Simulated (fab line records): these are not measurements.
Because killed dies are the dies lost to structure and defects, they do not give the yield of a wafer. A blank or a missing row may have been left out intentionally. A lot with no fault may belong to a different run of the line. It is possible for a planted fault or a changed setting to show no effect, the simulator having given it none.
Matching of chambers | flow gf180mcu | 4 sister chambers for GF_V1_CMP_04 on cmp-02
The step polishes SiO2. 8 wafers are shown with their chamber, then 9 later ones without.

## WAFERS WITH THEIR CHAMBER
wafer  | chamber | motorCurrentA (A) | timeToEndpointS (s)
L979.4 | 2       | 12.4              | 78
L982.4 | 1       | 13.4              | 79
L986.1 | 0       | 13.2              | 70
L986.3 | 3       | 12.8              | 73
L986.5 | 2       | 12.5              | 74
L987.1 | 3       | 11.9              | 87
L987.3 | 0       | 12.2              | 80
L987.6 | 1       | 12.8              | 88

## WAFERS MISSING THEIR CHAMBER
wafer  | motorCurrentA (A) | timeToEndpointS (s)
L992.2 | 12.2              | 78
L992.3 | 12.7              | 79
L992.6 | 12.6              | 83
L993.3 | 11.9              | 85
L993.4 | 12.3              | 79
L993.6 | 12.2              | 82
L994.1 | 12.2              | 78
L994.2 | 13.2              | 74
L994.4 | 13.4              | 82

## THE CHAMBER EACH PASSED THROUGH
wafer  | from the rows above               | in truth
L992.2 | can't be placed: 3 or 2 or 0 or 1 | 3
L992.3 | can't be placed: 0 or 2 or 3 or 1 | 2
L992.6 | can't be placed: 3 or 1 or 2 or 0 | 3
L993.3 | can't be placed: 3 or 2 or 0 or 1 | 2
L993.4 | can't be placed: 3 or 2 or 0 or 1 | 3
L993.6 | can't be placed: 3 or 2 or 0 or 1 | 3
L994.1 | can't be placed: 3 or 2 or 0 or 1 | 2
L994.2 | can't be placed: 0 or 1 or 2 or 3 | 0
L994.4 | can't be placed: 1 or 0 or 2 or 3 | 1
Placed correctly: 0 of 9. These rows do not allow placing 9 (true chamber among the candidates in 9). 0 placed wrongly.
How it was worked out, from the rows above alone: a wafer's distance from a chamber is the root of the sum, over the readings, of the square of ((its reading less the chamber's mean) divided by the reading's scatter). The wafer belongs to the nearest chamber; if the next one is less than 2 further off, it can't be placed. Each chamber's mean is taken over the wafers shown for it. The scatter is the square root of a quotient: the sum, over the shown wafers, of each reading's squared deviation from its chamber's mean, divided by wafers minus chambers.
